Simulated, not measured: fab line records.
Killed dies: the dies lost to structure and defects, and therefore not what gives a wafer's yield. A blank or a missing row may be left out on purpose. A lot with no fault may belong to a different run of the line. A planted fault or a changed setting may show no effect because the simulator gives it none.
What tool caused it?    flow sky130    13 lots, 39 wafers sampled, at 4 steps of a route of 708

WHAT THE GAUGES READ, wafer by wafer
SKY_VIA3_RS_MEAS_22: uses a four-point probe to measure.
lot   measured      on            VIA3_W_RS (ohm/sq)
L398  day 39 16:48  filmMetro-03  0.2921 0.2924 0.2940
L399  day 40 00:52  filmMetro-03  0.2944 0.2945 0.2950
L400  day 40 09:58  filmMetro-02  0.2899 0.2878 0.2930
L401  day 40 19:00  filmMetro-02  0.2911 0.2901 0.2910
L402  day 40 23:27  filmMetro-01  0.2924 0.2943 0.2929
L405  day 41 13:42  filmMetro-01  0.2893 0.2907 0.2881
L406  day 42 02:19  filmMetro-03  0.2943 0.2925 0.2945
L407  day 42 06:17  filmMetro-02  0.2900 0.2917 0.2928
L410  day 43 06:49  filmMetro-01  0.2948 0.2911 0.2928
L411  day 43 11:14  filmMetro-02  0.2926 0.2928 0.2920
L414  day 44 02:28  filmMetro-01  0.2941 0.2966 0.2947
L416  day 44 21:11  filmMetro-01  0.2950 0.2930 0.2964
L421  day 45 21:22  filmMetro-01  0.2905 0.2920 0.2955

SKY_CAP2M_THK_MEAS_01.
lot   measured      on            CAP2M_CVD_00_THK (nm)
L398  day 39 17:27  filmMetro-02  15.48 15.32 15.67
L399  day 40 01:31  filmMetro-02  15.44 15.45 15.65
L400  day 40 10:38  filmMetro-04  15.38 15.27 15.47
L401  day 40 19:38  filmMetro-04  15.36 15.50 15.67
L402  day 41 00:05  filmMetro-01  15.33 15.58 15.58
L405  day 41 14:21  filmMetro-04  15.30 15.15 15.52
L406  day 42 02:58  filmMetro-02  15.59 15.45 15.71
L407  day 42 06:56  filmMetro-04  15.46 15.34 15.54
L410  day 43 07:26  filmMetro-04  15.42 15.58 15.47
L411  day 43 11:59  filmMetro-01  15.69 15.74 15.78
L414  day 44 03:07  filmMetro-04  15.46 15.45 15.81
L416  day 44 21:50  filmMetro-02  15.15 15.70 15.36
L421  day 45 22:00  filmMetro-01  15.54 15.51 15.52

SKY_CAP2M_THK_MEAS_04: measures by xrf.
lot   measured      on            CAP2M_TIN_THK (nm)
L398  day 39 17:44  filmMetro-04  198.8 197.2 199.1
L399  day 40 01:48  filmMetro-01  193.4 193.4 193.3
L400  day 40 10:55  filmMetro-02  195.8 197.0 196.7
L401  day 40 19:56  filmMetro-01  199.4 200.0 199.4
L402  day 41 00:22  filmMetro-01  197.0 197.5 197.2
L405  day 41 14:38  filmMetro-02  195.1 193.9 195.1
L406  day 42 03:16  filmMetro-02  197.5 197.4 196.3
L407  day 42 07:14  filmMetro-01  195.3 195.0 195.9
L410  day 43 07:44  filmMetro-01  195.1 194.4 196.9
L411  day 43 12:17  filmMetro-02  192.4 191.5 191.6
L414  day 44 03:25  filmMetro-01  196.2 193.3 192.7
L416  day 44 22:07  filmMetro-02  196.9 192.8 194.4
L421  day 45 22:17  filmMetro-01  194.8 195.8 195.5

WHAT TOOL EACH LOT RAN ON (gives the tool, then ch and the chambers of the sampled wafers, and finally the start)
lot   SKY_METAL4_SPUTTER_01
L398  pvdSputter-02, day 39 17:17
L399  pvdSputter-04, day 40 01:20
L400  pvdSputter-02, day 40 10:29
L401  pvdSputter-01, day 40 19:29
L402  pvdSputter-02, day 40 23:55
L405  pvdSputter-01, day 41 14:11
L406  pvdSputter-01, day 42 02:48
L407  pvdSputter-04, day 42 06:46
L410  pvdSputter-04, day 43 07:16
L411  pvdSputter-02, day 43 11:50
L414  pvdSputter-04, day 44 02:58
L416  pvdSputter-02, day 44 21:40
L421  pvdSputter-01, day 45 21:50
- SKY_METAL4_SPUTTER_01: material TiN, target thk 20 nm, time 16.7 s.

WHAT THE TOOLS THEMSELVES READ (means of the sampled wafers that have a number; where no wafer has one, the mark that the record gives instead)
SKY_METAL4_SPUTTER_01.
lot   tool           cathodeDcPowerW (W)  throttleValvePct (%)
L398  pvdSputter-02  6500.3               28.8
L399  pvdSputter-04  6499.6               30.4
L400  pvdSputter-02  6500.8               29.1
L401  pvdSputter-01  6499.6               29.3
L402  pvdSputter-02  6499.9               29.3
L405  pvdSputter-01  6499.3               30.1
L406  pvdSputter-01  6500.8               29.2
L407  pvdSputter-04  6499.6               30.9
L410  pvdSputter-04  6061.9               30.6
L411  pvdSputter-02  6501.0               29.0
L414  pvdSputter-04  6060.8               31.7
L416  pvdSputter-02  6499.0               29.1
L421  pvdSputter-01  6500.3               29.3

THE ANSWER, worked out from the rows above alone
Rule: usual is defined by the lots themselves. The widest of any qualifying gaps counts: lots, ordered by their means at a reading, are off when they make up no more than a third of the lots, leave a main group of 4 or more, and stand apart from it by 3 or more times the standard deviation of that group's means. Not used: any main group whose means are identical at the precision the tables above print for the reading. Also off: a lot with no number at a reading for which 4 or more lots have one. The other lots that the step has rows for count as sound. Order of review: gauges by route order, followed by the tools' own readings, for which a lot's mean as printed above is used. At the first step where some lot is off, the reading lying furthest off is the one used; lots without a number count as furthest.
Off, at SKY_METAL4_SPUTTER_01 on cathodeDcPowerW: L410, L414. For the main group the mean is 6500.0 W and the standard deviation 0.64.
A tool fits if, at that step or a process step before it, it ran every lot that is off, and no sound lot after the first of them. One fits: pvdSputter-04 at SKY_METAL4_SPUTTER_01. A fault onset in the window from L407 (day 42 06:46, its last sound lot) to L410 (day 43 07:16, its first lot off) fits.
On the lots that are off, the tool's own readings at SKY_METAL4_SPUTTER_01 differ by more than 5 times the standard deviation of the sound lots' means, which bears it out; cathodeDcPowerW reads 6061.4 W there versus 6500.0 W on the sound lots.

WHAT THE SIMULATOR HAD PUT IN
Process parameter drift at SKY_METAL4_SPUTTER_01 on pvdSputter-04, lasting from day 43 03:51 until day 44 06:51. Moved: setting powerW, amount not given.
Lots struck among those shown: L410, L414. The rule given above showed the same thing.
